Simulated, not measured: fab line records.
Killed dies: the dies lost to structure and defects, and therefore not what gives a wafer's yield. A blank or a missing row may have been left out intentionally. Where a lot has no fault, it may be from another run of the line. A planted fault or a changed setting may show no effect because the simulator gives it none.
Which tool did it?	flow gf180mcu	12 lots with 36 wafers sampled at 5 steps, on a route of 602 steps

== WHAT EACH GAUGE READ, for each wafer ==
GF_CONTACT_CD_MEAS_14: target cd 220 nm. Usual: 219.6 nm for cd-nm, sd 1.3.
lot	measured	on	cd-nm (nm)	flag
L798	day 16 05:46	cd-sem-02	222.3 220.2 221.2	
L800	day 16 22:47	cd-sem-02	221.7 222.6 221.5	
L801	day 17 11:07	cd-sem-01	220.2 219.0 219.7	
L802	day 17 15:38	cd-sem-02	221.2 220.0 218.9	
L804	day 18 15:37	cd-sem-01	219.0 219.4 220.0	
L806	day 19 03:44	cd-sem-02	221.3 219.7 220.0	
L807	day 19 15:23	cd-sem-02	220.6 220.3 220.5	
L809	day 20 07:10	cd-sem-02	218.9 218.7 219.0	
L815	day 22 06:46	cd-sem-02	222.0 220.6 220.2	
L818	day 23 05:43	cd-sem-02	216.8 216.6 216.7	
L819	day 23 13:29	cd-sem-01	218.3 218.1 218.5	
L820	day 24 02:50	cd-sem-01	218.1 219.4 218.7	

GF_CONTACT_OVL_MEAS_15. Usual: CONTACT_OVL typically reads -3 nm, with standard deviation 6.5.
lot	measured	on	CONTACT_OVL (nm)	flag
L798	day 16 05:51	overlay-01	2 -5 -2	
L800	day 16 22:54	overlay-02	0 0 -3	
L801	day 17 11:13	overlay-02	-4 2 3	
L802	day 17 15:46	overlay-01	-8 -11 -2	
L804	day 18 15:42	overlay-01	-4 -6 -10	
L806	day 19 03:51	overlay-02	-5 -11 -8	
L807	day 19 15:31	overlay-01	-5 -7 -8	
L809	day 20 07:16	overlay-02	7 0 -2	
L815	day 22 06:53	overlay-01	3 4 1	
L818	day 23 05:49	overlay-01	4 0 2	
L819	day 23 13:37	overlay-02	-5 -4 -5	
L820	day 24 02:58	overlay-01	-4 0 1	

GF_CONTACT_RS_MEAS_25: the measuring method here is four-point-probe. Usual: CONTACT_W_RS typically reads 0.381 ohm/sq, with standard deviation 0.0041.
lot	measured	on	CONTACT_W_RS (ohm/sq)	flag
L798	day 16 06:35	film-metro-03	0.386 0.388 0.386	
L800	day 16 23:37	film-metro-03	0.382 0.378 0.384	
L801	day 17 11:56	film-metro-04	0.385 0.383 0.386	
L802	day 17 16:28	film-metro-04	0.381 0.384 0.382	
L804	day 18 16:27	film-metro-01	0.376 0.379 0.379	
L806	day 19 04:34	film-metro-04	0.383 0.385 0.377	
L807	day 19 16:13	film-metro-03	0.378 0.377 0.385	
L809	day 20 07:59	film-metro-01	0.379 0.392 0.380	
L815	day 22 07:35	film-metro-03	0.614 0.621 0.611	OFF
L818	day 23 06:32	film-metro-03	0.369 0.375 0.368	
L819	day 23 14:19	film-metro-03	0.612 0.613 0.606	OFF
L820	day 24 03:39	film-metro-03	0.379 0.378 0.382	

GF_CONTACT_THK_MEAS_26: measures by xrf. Usual: CONTACT_W_THK typically reads 302 nm, with standard deviation 3.4.
lot	measured	on	CONTACT_W_THK (nm)	flag
L798	day 16 06:41	film-metro-03	300 299 300	
L800	day 16 23:43	film-metro-03	303 306 302	
L801	day 17 12:02	film-metro-04	299 300 299	
L802	day 17 16:35	film-metro-04	303 299 300	
L804	day 18 16:33	film-metro-01	308 303 304	
L806	day 19 04:40	film-metro-04	298 296 300	
L807	day 19 16:20	film-metro-03	303 304 299	
L809	day 20 08:05	film-metro-01	305 295 303	
L815	day 22 07:43	film-metro-03	187 185 189	OFF
L818	day 23 06:38	film-metro-03	313 305 311	
L819	day 23 14:26	film-metro-03	189 189 189	OFF
L820	day 24 03:46	film-metro-03	301 304 299	

== WHICH TOOL RAN EACH LOT (tool, then ch and the chambers of the sampled wafers, then the start) ==
lot	GF_CONTACT_CVD_24
L798	cvd-w-01 ch 0,1, day 16 06:28
L800	cvd-w-02 ch 0,1, day 16 23:29
L801	cvd-w-01 ch 0,1, day 17 11:49
L802	cvd-w-01 ch 0,1, day 17 16:22
L804	cvd-w-02 ch 0,1, day 18 16:20
L806	cvd-w-02 ch 0, day 19 04:26
L807	cvd-w-02 ch 0,1, day 19 16:07
L809	cvd-w-01 ch 0,1, day 20 07:52
L815	cvd-w-01 ch 1, day 22 07:29
L818	cvd-w-02 ch 0,1, day 23 06:25
L819	cvd-w-01 ch 0,1, day 23 14:13
L820	cvd-w-02 ch 0,1, day 24 03:33
- GF_CONTACT_CVD_24: deposits W, target thk 300 nm, time 90.339 s.

== WHAT THE TOOLS THEMSELVES READ (means of the sampled wafers that have a number; where no wafer has one, the mark that the record gives instead) ==
GF_CONTACT_CVD_24. Usual: 876 W for heater-power-w, sd 57.
lot	tool	heater-power-w (W)	flag
L798	cvd-w-01	899	
L800	cvd-w-02	916	
L801	cvd-w-01	882	
L802	cvd-w-01	915	
L804	cvd-w-02	863	
L806	cvd-w-02	904	
L807	cvd-w-02	828	
L809	cvd-w-01	905	
L815	cvd-w-01	852	
L818	cvd-w-02	880	
L819	cvd-w-01	921	
L820	cvd-w-02	871	

== THE ANSWER, worked out from the rows above alone ==
Rule: a lot is off if the mean of its wafers that have a number lies more than 3 standard deviations from the usual mean. A lot without any number at a reading at which 4 lots or more have one is off too. Where the step has rows for the other lots, those lots are counted as sound. First the gauges in route order, then the tools' own readings, where a lot's mean is used as printed above. The first step at which some lot is off is used, and at that step the reading that is off furthest; a lot without a number counts as furthest.
Off: L815, L819, seen at GF_CONTACT_RS_MEAS_25 (CONTACT_W_RS).
If a tool, at a process step before that reading, ran all the lots that are off and no sound lot after the first of them, it fits. Gauges at GF_CONTACT_RS_MEAS_25: tried the same way as those tools. One fits: cvd-w-01 at GF_CONTACT_CVD_24. Its last sound lot is L809 (day 20 07:52), its first lot that is off L815 (day 22 07:29): a fault that began between those two fits.

== WHAT THE SIMULATOR HAD INSERTED ==
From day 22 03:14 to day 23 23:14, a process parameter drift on cvd-w-01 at GF_CONTACT_CVD_24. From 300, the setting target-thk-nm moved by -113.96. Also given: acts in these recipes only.
Struck lots among those shown: L815, L819. The rule given above showed the same thing.
